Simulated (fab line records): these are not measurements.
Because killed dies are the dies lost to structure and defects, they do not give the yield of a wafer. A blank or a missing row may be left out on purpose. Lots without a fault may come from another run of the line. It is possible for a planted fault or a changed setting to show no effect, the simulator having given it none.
Which tool did it? ; flow sky130 ; 42 wafers sampled from 14 lots at 1 step of a route of 708

== WHAT EACH GAUGE READ, for each wafer ==
SKY_METAL3_OVL_MEAS_14.
lot;measured;on;METAL3_OVL (nm)
L285;day 38 05:14;overlay-01;4 1 5
L286;day 39 00:24;overlay-02;-1 8 2
L289;day 40 16:04;overlay-02;-4 3 0
L290;day 40 17:49;overlay-01;-7 -6 1
L291;day 40 19:23;overlay-01;-5 -5 -1
L292;day 40 20:54;overlay-02;-5 1 4
L293;day 41 00:51;overlay-02;2 6 1
L297;day 42 05:36;overlay-02;9 13 12
L299;day 42 17:25;overlay-01;-6 -2 0
L300;day 43 11:02;overlay-01;0 0 -3
L304;day 44 02:17;overlay-01;0 1 4
L306;day 44 15:33;overlay-02;3 10 7
L308;day 45 13:12;overlay-01;3 7 4
L307;day 46 12:27;overlay-01;-6 -1 -3

== WHAT TOOL EACH LOT RAN ON (gives the tool, then ch and the chambers of the sampled wafers, and finally the start) ==
The record holds no process step before these readings.

== WHAT THE TOOLS THEMSELVES READ (means of the sampled wafers that have a number; where no wafer has one, the mark that the record gives instead) ==
The record holds no such reading with a usual standard deviation.

== THE ANSWER, worked out from the rows above alone ==
Rule: the lots themselves supply what counts as usual. Put in order of their means at a reading, lots are off if they are a third of the lots or fewer, leave a main group of 4 or more, and stand apart from it by a gap of 3 or more times the standard deviation of the main group's means; of several such gaps the widest counts. The tables above print the reading to a certain number of digits; a main group whose means all agree to those digits is not used. Also off: a lot with no number at a reading for which 4 or more lots have one. All remaining lots with rows at the step are treated as sound. The gauges are gone through in route order, then the tools' own readings, and for those a lot's mean is taken as printed above. The first step at which some lot is off is used, and at that step the reading that is off furthest; a lot without a number counts as furthest.
No lot is off on any of the readings shown, so nothing can be concluded from this.

== WHAT THE SIMULATOR PUT IN ==
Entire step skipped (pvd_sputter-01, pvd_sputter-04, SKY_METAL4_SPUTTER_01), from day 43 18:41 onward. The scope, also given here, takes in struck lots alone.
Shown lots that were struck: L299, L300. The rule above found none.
